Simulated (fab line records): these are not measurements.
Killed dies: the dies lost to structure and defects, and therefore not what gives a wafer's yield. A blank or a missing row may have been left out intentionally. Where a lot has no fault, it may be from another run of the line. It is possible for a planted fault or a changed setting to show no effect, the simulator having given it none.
fab line records	flow sky130
[record] lots = 6	wafers = 18	last-day = 50
route steps=708 shown LDD_HVN@274 LDD_HVP@278 LDD_LDN@289 PAD_OPEN@708
lots untouched by any fault: they come from a run of this same line in which no faults occurred
start-h: start of the lot's first displayed wafer, in hours after the record's first day	wait-h: hours from the lot's prior step to this one	" unchanged from the row above	L1.1+2: a single row standing in for several wafers	- no value, or no start was given	* or withheld: withheld	< > ~ a bound
route shown NAME@n: NAME is a module with steps in the file, n the number in the route of the first one	usual: mean/standard deviation of fault-free wafers	same: alike in all rows	chamber/n: place in a boat	sites: per-site readings	_std_site: standard deviation across them	_edge_site: inner sites' mean taken away from outer sites' mean	radius-mm: how far each site lies from the wafer's centre	mask NAME#n: copy n	behind: the last tool/chamber to shape the wafer	hold: cause of the lot's hold/its duration in hours/its outcome	device: transistor that didn't switch, given as n, p or np	end of line: tests of these same wafers at the route's end	for a step that has no rows: nothing shown but its recipe	killed: not the wafer's yield, but the dies lost to structure and defects at the first sort	map: dies across one wafer; x = killed, . = not, _ = none there
set.NAME: the setting as run; set.NAME@STEP: as run at that earlier step	model.NAME: the simulator's own value behind a step, which no gauge read
certain route steps with their lots: each step a table, each wafer a row
services: from which hour (start-h, from the record's first day; less than 0 if before it) a tool's chamber was out of use, for how many hours, and why
[[steps]]
[step SKY_LDD_HVN_OVL_MEAS_07]
[usual] LDD_HVN_OVL = 0.5/1.5
lot.wafer	tool	chamber	start-h	wait-h	LDD_HVN_OVL[nm]
L323.1	overlay-02	-	460.94	0.1	-2.1
L323.2	"	-	"	"	-0.5
L323.5	"	-	"	"	-1.3
L322.3	overlay-01	-	462.48	0.1	2.5
L322.4	"	-	"	"	-0.8
L322.6	"	-	"	"	1.8
L325.3	overlay-01	-	493.08	0.1	0.1
L325.4	"	-	"	"	0.4
L325.6	"	-	"	"	1.3
L331.1	overlay-02	-	544.97	0.1	-1.2
L331.3	"	-	"	"	-0.8
L331.5	"	-	"	"	0.8
L340.1	overlay-02	-	637.86	0.1	0.3
L340.2	"	-	"	"	-1.0
L340.6	"	-	"	"	0.8
L341.3	overlay-01	-	654.15	0.1	-0.1
L341.5	"	-	"	"	1.4
L341.6	"	-	"	"	0.1
[step SKY_LDD_HVN_IMPLANT_08]
[recipe] species = P	energy-kev = 60	dose-cm2 = 3e+13	tilt-deg = 40
[step SKY_LDD_HVN_STRIP_09]
[recipe] chemistry = O2/N2	power-w = 1400	pressure-mtorr = 1500	platen-temp-c = withheld	o2-flow-sccm = 3000	n2-flow-sccm = 300	overash-fraction = 0.5
[usual] drypump-motor-current-A = 5.7/0.38	oes-product-au = 0.410/0.0045	strip-time-to-endpoint-s = 4.145/0.014
[same] overash-fraction = 0.5
lot.wafer	tool	chamber	start-h	wait-h	drypump-motor-current-A	oes-product-au	rf-hours-counter-h	strip-time-to-endpoint-s
L323.1	plasma-asher-02	0	461.13	0.1	5.8	0.404	34	4.147
L323.2	"	1	"	"	5.9	0.398	34	4.131
L323.5	"	0	"	"	5.8	0.419	-	4.163
L322.3	plasma-asher-02	1	462.69	0.1	5.9	0.412	-	4.160
L322.4	"	0	"	"	5.8	0.411	-	4.153
L322.6	"	0	"	"	5.8	0.412	-	4.153
L325.3	plasma-asher-04	0	493.29	0.1	5.4	0.407	-	4.159
L325.4	"	1	"	"	5.3	0.407	-	4.152
L325.6	"	1	"	"	5.3	0.415	-	4.155
L331.1	plasma-asher-01	0	545.15	0.1	6.7	0.406	85	4.150
L331.3	"	1	"	"	5.7	0.406	-	4.155
L331.5	"	1	"	"	5.7	0.419	-	4.148
L340.1	plasma-asher-04	0	638.05	0.1	5.3	0.411	83	4.155
L340.2	"	1	"	"	5.3	0.412	83	4.137
L340.6	"	0	"	"	5.3	0.408	-	4.154
L341.3	plasma-asher-02	0	654.44	0.1	5.8	0.407	-	4.121
L341.5	"	1	"	"	5.9	0.413	-	4.132
L341.6	"	0	"	"	5.8	0.409	-	4.141
[step SKY_LDD_HVN_TW_MEAS_10]
[usual] LDD_HVN_TW = 1431/16
lot.wafer	tool	chamber	start-h	wait-h	LDD_HVN_TW
L323.1	film-metro-01	-	461.23	0.1	1436
L323.2	"	-	"	"	1444
L323.5	"	-	"	"	1442
L322.3	film-metro-04	-	462.77	0.1	1440
L322.4	"	-	"	"	1450
L322.6	"	-	"	"	1443
L325.3	film-metro-01	-	493.37	0.1	1431
L325.4	"	-	"	"	1430
L325.6	"	-	"	"	1430
L331.1	film-metro-01	-	545.25	0.1	1432
L331.3	"	-	"	"	1431
L331.5	"	-	"	"	1433
L340.1	film-metro-01	-	638.15	0.1	1438
L340.2	"	-	"	"	1437
L340.6	"	-	"	"	1438
L341.3	film-metro-01	-	654.52	0.1	1444
L341.5	"	-	"	"	1443
L341.6	"	-	"	"	1438
[step SKY_LDD_HVP_DEHYDRATE_00]
[recipe] temp-c = 200	time-s = 60
[step SKY_LDD_HVP_HMDS_01]
[recipe] prime-time-s = 60	prime-temp-c = 120
[step SKY_LDD_HVP_COAT_02]
[recipe] resist = NOVOLAK	spin-rpm = 3000	resist-thk-nm = 300
[step SKY_LDD_HVP_SOFTBAKE_03]
[recipe] temp-c = 90	time-s = 60	resist = NOVOLAK
[step SKY_LDD_HVP_EXPOSE_04]
[recipe] mask-id = HVPTM	na = 0.6	source-shape = conventional	sigma-outer = 0.6	polarization = unpolarized	target-cd-nm = 700	dose-mj = 86
[step SKY_LDD_HVP_PEB_05]
[recipe] temp-c = withheld	time-s = *	resist = NOVOLAK
[step SKY_LDD_HVP_DEVELOP_06]
[recipe] resist = NOVOLAK	developer = TMAH	develop-time-s = 60	dev-temp-c = 23
[step SKY_LDD_HVP_OVL_MEAS_07]
[usual] LDD_HVP_OVL = -0.3/1.3
lot.wafer	tool	chamber	start-h	wait-h	LDD_HVP_OVL[nm]
L323.1	overlay-01	-	491.55	0.1	-0.1
L323.2	"	-	"	"	0.3
L323.5	"	-	"	"	0.7
L322.3	overlay-02	-	493.13	0.1	-0.4
L322.4	"	-	"	"	-0.6
L322.6	"	-	"	"	-1.1
L325.3	overlay-02	-	524.08	0.1	0.1
L325.4	"	-	"	"	1.3
L325.6	"	-	"	"	-1.1
L331.1	overlay-01	-	574.00	0.1	1.7
L331.3	"	-	"	"	1.2
L331.5	"	-	"	"	0.6
L340.1	overlay-01	-	666.62	0.1	0.4
L340.2	"	-	"	"	1.4
L340.6	"	-	"	"	0.6
L341.3	overlay-02	-	681.58	0.1	-0.3
L341.5	"	-	"	"	-0.2
L341.6	"	-	"	"	-2.6
[step SKY_LDD_HVP_IMPLANT_08]
[recipe] species = B	energy-kev = 20	dose-cm2 = 1.7e+13	tilt-deg = 17.9
[usual] dose-ions-cm2 = 1.6995e+13/1.5e+10	faraday-current-uA = 95.6/1.7
[same] implant-ion-amu = 11
lot.wafer	tool	chamber	start-h	wait-h	dose-ions-cm2	faraday-current-uA
L323.1	implanter-03	0	491.58	0.0	1.7006e+13	97.2
L323.2	"	0	"	"	1.6989e+13	96.5
L323.5	"	0	"	"	1.6973e+13	95.2
L322.3	implanter-01	0	493.20	0.1	1.6989e+13	95.4
L322.4	"	0	"	"	1.6998e+13	95.7
L322.6	"	0	"	"	1.7012e+13	94.3
L325.3	implanter-02	0	524.15	0.1	1.7007e+13	98.5
L325.4	"	0	"	"	1.7009e+13	98.2
L325.6	"	0	"	"	1.7018e+13	94.9
L331.1	implanter-02	0	574.03	0.0	1.6993e+13	97.4
L331.3	"	0	"	"	1.6983e+13	93.4
L331.5	"	0	"	"	1.6997e+13	93.3
L340.1	implanter-03	0	666.65	0.0	1.9161e+13	107.6
L340.2	"	0	"	"	1.9139e+13	105.2
L340.6	"	0	"	"	1.9144e+13	108.0
L341.3	implanter-03	0	682.28	0.7	1.9158e+13	107.9
L341.5	"	0	"	"	1.9149e+13	106.7
L341.6	"	0	"	"	1.9138e+13	108.7
[step SKY_LDD_HVP_STRIP_09]
[recipe] chemistry = O2/N2	power-w = 1400	pressure-mtorr = 1500	platen-temp-c = withheld	o2-flow-sccm = 3000	n2-flow-sccm = 300	overash-fraction = 0.5
[usual] drypump-motor-current-A = 5.7/0.49	oes-product-au = 0.410/0.0047	strip-time-to-endpoint-s = 4.143/0.015
[same] overash-fraction = 0.5
lot.wafer	tool	chamber	start-h	wait-h	drypump-motor-current-A	oes-product-au	rf-hours-counter-h	strip-time-to-endpoint-s
L323.1	plasma-asher-03	0	491.73	0.1	6.0	0.418	6	4.135
L323.2	"	1	"	"	5.3	0.417	6	4.158
L323.5	"	1	"	"	5.3	0.411	-	4.143
L322.3	plasma-asher-03	1	493.33	0.1	5.2	0.406	-	4.150
L322.4	"	0	"	"	6.1	0.406	-	4.121
L322.6	"	0	"	"	6.1	0.403	-	4.157
L325.3	plasma-asher-04	0	524.28	0.1	5.3	0.408	-	4.163
L325.4	"	1	"	"	5.3	0.408	-	4.178
L325.6	"	0	"	"	5.3	0.412	-	4.162
L331.1	plasma-asher-03	1	574.18	0.1	5.3	0.410	14	4.156
L331.3	"	1	"	"	5.3	0.410	-	4.129
L331.5	"	0	"	"	6.1	0.409	-	4.131
L340.1	plasma-asher-04	0	666.80	0.1	5.3	0.410	86	4.127
L340.2	"	1	"	"	5.3	0.406	86	4.100
L340.6	"	1	"	"	5.3	0.411	-	4.115
L341.3	plasma-asher-03	1	682.42	0.1	5.3	0.400	-	4.135
L341.5	"	1	"	"	5.3	0.407	-	4.148
L341.6	"	0	"	"	6.0	0.405	-	4.138
[step SKY_LDD_HVP_TW_MEAS_10]
[usual] LDD_HVP_TW = 456/3.1
lot.wafer	tool	chamber	start-h	wait-h	LDD_HVP_TW
L323.1	film-metro-01	-	491.83	0.1	454
L323.2	"	-	"	"	454
L323.5	"	-	"	"	454
L322.3	film-metro-04	-	493.42	0.1	458
L322.4	"	-	"	"	458
L322.6	"	-	"	"	458
L325.3	film-metro-02	-	524.37	0.1	453
L325.4	"	-	"	"	454
L325.6	"	-	"	"	456
L331.1	film-metro-01	-	574.28	0.1	454
L331.3	"	-	"	"	455
L331.5	"	-	"	"	455
L340.1	film-metro-02	-	666.90	0.1	468
L340.2	"	-	"	"	469
L340.6	"	-	"	"	470
L341.3	film-metro-02	-	682.50	0.1	470
L341.5	"	-	"	"	472
L341.6	"	-	"	"	472
[step SKY_LDD_LDN_DEHYDRATE_00]
[recipe] temp-c = 200	time-s = 60
[step SKY_PAD_OPEN_PROBE_99]
[usual] killed_at_M0_to_M3 = 44/7.2	killed_at_M4_up = 3.1/1.7	killed-at-contacts = 24/5.2	killed-at-front-end = 15/4.1	killed-at-other = 0.3/0.61	killed-dies = 87/10	killed-open = 48/7.5	killed-short = 39/6.6
[same] gross-dies = 492	killed-at-back-side = 0
lot.wafer	tool	chamber	start-h	wait-h	killed_at_M0_to_M3	killed_at_M4_up	killed-at-contacts	killed-at-front-end	killed-at-other	killed-dies	killed-open	killed-short	model.etest.tip_p_5v.rs-ohm-sq
L323.1	prober-02	-	1072.04	0.1	49	1	29	21	0	100	66	34	2858
L323.2	prober-02	-	1072.09	0.1	39	1	31	14	0	85	48	36	2864
L323.5	prober-02	-	1072.24	0.2	48	1	20	18	0	87	54	32	2859
L322.3	prober-01	-	1073.64	0.2	50	4	29	16	0	99	55	44	2877
L322.4	prober-01	-	1073.69	0.2	47	6	29	16	1	99	52	47	2852
L322.6	prober-01	-	1073.79	0.2	55	6	27	19	1	108	64	44	2870
L325.3	prober-01	-	1096.47	0.2	43	1	23	14	0	81	42	38	2844
L325.4	prober-01	-	1096.52	0.2	46	2	14	9	0	71	32	39	2859
L325.6	prober-01	-	1096.62	0.2	39	4	27	9	0	79	45	34	2854
L331.1	prober-01	-	1129.23	0.1	47	3	21	14	0	85	48	37	2882
L331.3	prober-01	-	1129.33	0.2	33	1	19	15	0	68	37	31	2858
L331.5	prober-01	-	1129.43	0.2	40	1	29	13	0	83	56	27	2866
L340.1	prober-02	-	1186.64	0.1	56	3	34	8	0	101	64	37	2602
L340.2	prober-02	-	1186.69	0.1	40	6	24	17	0	87	54	33	2626
L340.6	prober-02	-	1186.89	0.2	59	1	21	13	0	94	49	45	2607
L341.3	prober-02	-	1196.84	0.2	38	6	34	8	0	86	45	41	2630
L341.5	prober-02	-	1196.94	0.2	40	4	24	14	0	82	52	30	2607
L341.6	prober-02	-	1196.99	0.2	47	1	26	15	0	89	47	42	2616
// killed by level:class
L323.1 CONTACT:geometric-particle:open=12 VIA1:geometric-particle:open=11 VIA2:geometric-particle:open=11 FIELD_ISO:geometric-particle:open=9 LI_CONTACT:geometric-particle:open=8 VIA1:geometric-particle:short=7 METAL2:geometric-particle:short=5 VIA3:geometric-particle:open=5
L323.2 CONTACT:geometric-particle:open=10 VIA1:geometric-particle:open=10 VIA2:geometric-particle:open=8 METAL2:geometric-particle:short=7 LI_CONTACT:geometric-particle:open=7 VIA3:geometric-particle:open=6 CONTACT:geometric-particle:short=6 LOCAL_INTERCONNECT:geometric-particle:short=5
L323.5 VIA1:geometric-particle:open=14 VIA2:geometric-particle:open=10 METAL2:geometric-particle:short=10 CONTACT:geometric-particle:open=9 FIELD_ISO:geometric-particle:open=7 VIA3:geometric-particle:open=7 POLY_GATE:geometric-particle:short=4 LOCAL_INTERCONNECT:geometric-particle:short=4
L322.3 VIA1:geometric-particle:open=16 LI_CONTACT:geometric-particle:open=8 LI_CONTACT:geometric-particle:short=7 METAL1:geometric-particle:short=7 CONTACT:geometric-particle:open=6 VIA2:geometric-particle:open=6 VIA3:geometric-particle:open=6 POLY_GATE:geometric-particle:short=5
L322.4 CONTACT:geometric-particle:open=13 VIA1:geometric-particle:open=8 VIA3:geometric-particle:open=7 METAL1:geometric-particle:short=7 VIA1:geometric-particle:short=7 CONTACT:geometric-particle:short=6 VIA2:geometric-particle:open=6 POLY_GATE:geometric-particle:short=5
L322.6 VIA1:geometric-particle:open=19 CONTACT:geometric-particle:open=11 LI_CONTACT:geometric-particle:open=8 METAL1:geometric-particle:short=7 POLY_GATE:geometric-particle:open=6 VIA2:geometric-particle:open=6 VIA3:geometric-particle:open=6 METAL4:geometric-particle:short=5
L325.3 CONTACT:geometric-particle:open=10 METAL2:geometric-particle:short=9 VIA3:geometric-particle:open=9 LI_CONTACT:geometric-particle:open=6 METAL1:geometric-particle:short=6 VIA1:geometric-particle:short=5 VIA1:geometric-particle:open=5 LOCAL_INTERCONNECT:geometric-particle:short=4
L325.4 VIA1:geometric-particle:open=9 METAL1:geometric-particle:short=7 LOCAL_INTERCONNECT:geometric-particle:short=5 VIA2:geometric-particle:open=5 CONTACT:geometric-particle:open=5 VIA1:geometric-particle:short=4 METAL2:geometric-particle:short=4 VIA2:geometric-particle:short=4
L325.6 VIA3:geometric-particle:open=10 VIA1:geometric-particle:open=9 LI_CONTACT:geometric-particle:open=7 CONTACT:geometric-particle:open=7 CONTACT:geometric-particle:short=7 METAL1:geometric-particle:short=5 VIA3:geometric-particle:short=4 POLY_GATE:geometric-particle:open=3
L331.1 VIA1:geometric-particle:open=10 VIA2:geometric-particle:open=7 CONTACT:geometric-particle:open=7 METAL2:geometric-particle:short=7 LI_CONTACT:geometric-particle:open=6 VIA1:geometric-particle:short=6 POLY_GATE:geometric-particle:open=5 METAL1:geometric-particle:short=5
L331.3 VIA1:geometric-particle:open=8 METAL1:geometric-particle:short=8 LI_CONTACT:geometric-particle:open=7 FIELD_ISO:geometric-particle:short=4 VIA3:geometric-particle:open=4 FIELD_ISO:geometric-particle:open=3 LOCAL_INTERCONNECT:geometric-particle:short=3 LI_CONTACT:geometric-particle:short=3
L331.5 LI_CONTACT:geometric-particle:open=10 CONTACT:geometric-particle:open=10 VIA3:geometric-particle:open=9 VIA1:geometric-particle:open=8 LI_CONTACT:geometric-particle:short=6 METAL1:geometric-particle:short=6 POLY_GATE:geometric-particle:open=5 FIELD_ISO:geometric-particle:open=4
L340.1 VIA1:geometric-particle:open=18 CONTACT:geometric-particle:open=15 VIA3:geometric-particle:open=8 LI_CONTACT:geometric-particle:open=6 METAL1:geometric-particle:short=6 VIA2:geometric-particle:open=6 LI_CONTACT:geometric-particle:short=5 CONTACT:geometric-particle:short=5
L340.2 VIA1:geometric-particle:open=11 CONTACT:geometric-particle:open=10 VIA2:geometric-particle:open=8 VIA1:geometric-particle:short=6 VIA3:geometric-particle:open=6 FIELD_ISO:geometric-particle:open=4 SPACER:geometric-particle:open=4 LI_CONTACT:geometric-particle:short=4
L340.6 VIA1:geometric-particle:open=15 LI_CONTACT:geometric-particle:open=10 VIA3:geometric-particle:open=9 VIA1:geometric-particle:short=7 METAL1:geometric-particle:short=6 METAL2:geometric-particle:short=6 LOCAL_INTERCONNECT:geometric-particle:short=5 VIA2:geometric-particle:open=5
L341.3 CONTACT:geometric-particle:open=14 CONTACT:geometric-particle:short=8 VIA3:geometric-particle:open=7 LI_CONTACT:geometric-particle:open=6 METAL1:geometric-particle:short=6 VIA2:geometric-particle:open=6 LOCAL_INTERCONNECT:geometric-particle:short=5 METAL2:geometric-particle:short=5
L341.5 VIA3:geometric-particle:open=11 CONTACT:geometric-particle:open=8 LI_CONTACT:geometric-particle:open=7 VIA2:geometric-particle:open=6 VIA1:geometric-particle:open=5 FIELD_ISO:geometric-particle:open=4 LOCAL_INTERCONNECT:geometric-particle:short=4 METAL1:geometric-particle:short=4
L341.6 CONTACT:geometric-particle:open=10 METAL2:geometric-particle:short=10 VIA2:geometric-particle:open=10 VIA1:geometric-particle:open=8 FIELD_ISO:geometric-particle:open=6 LOCAL_INTERCONNECT:geometric-particle:short=5 CONTACT:geometric-particle:short=5 VIA3:geometric-particle:open=5
[[services]]
tool	chamber	start-h	hours	kind
implanter-02	-	455.56	3.8	repair
plasma-asher-03	-	477.49	1.9	repair
implanter-03	-	480.61	4.3	pm
plasma-asher-01	-	506.24	2.5	repair
plasma-asher-04	-	518.61	0.8	repair
plasma-asher-04	-	535.12	7.9	repair
implanter-03	-	550.34	2.9	pm
plasma-asher-02	-	563.80	0.5	repair
implanter-03	-	607.67	5.4	repair
plasma-asher-02	-	619.10	2.8	pm
plasma-asher-02	-	626.37	1.7	repair
plasma-asher-01	-	632.17	2.4	repair
implanter-01	-	640.49	2.9	repair
implanter-01	-	648.72	110.4	pm
implanter-02	-	651.29	94.5	pm
plasma-asher-03	-	663.50	14.6	pm
[[key]]
[first-sign] step = SKY_LDD_HVP_IMPLANT_08	reading = dose-ions-cm2	direction = up	sigmas = 99+	usual = *	struck = *
[effect] step = SKY_LDD_HVP_IMPLANT_08	reading = faraday-current-uA	direction = up	sigmas = 6.8	usual = 95.6	struck = 107.3
[effect] step = SKY_LDD_HVP_TW_MEAS_10	reading = LDD_HVP_TW	direction = up	sigmas = 4.7	usual = 456	struck = 470
[model-effect] step = SKY_PAD_OPEN_PROBE_99	value = etest.tip_p_5v.rs-ohm-sq	without = 2852	struck = 2615
met-at SKY_LDD_HVP_IMPLANT_08
struck-wafers L340.1,L340.2,L340.6,L341.3,L341.5,L341.6
tester-left-out L340,L341
onset-between 491.58 666.65
[fault] kind = process-parameter-drift	tool = implanter-03	chamber = -	onset-h = 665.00	steps = SKY_LDD_HVP_IMPLANT_08	channel = dose-cm2	offset = *	shape = step	end-h = 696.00	acts-in = *	stated = *
// tester-left-out: of these lots the tester's yield and bins aren't shown, on N5 and GAA mostly nor the transistor test; their killed dies are dies lost to structure and defects alone, not to doping, threshold or leakage, so they don't give the yield
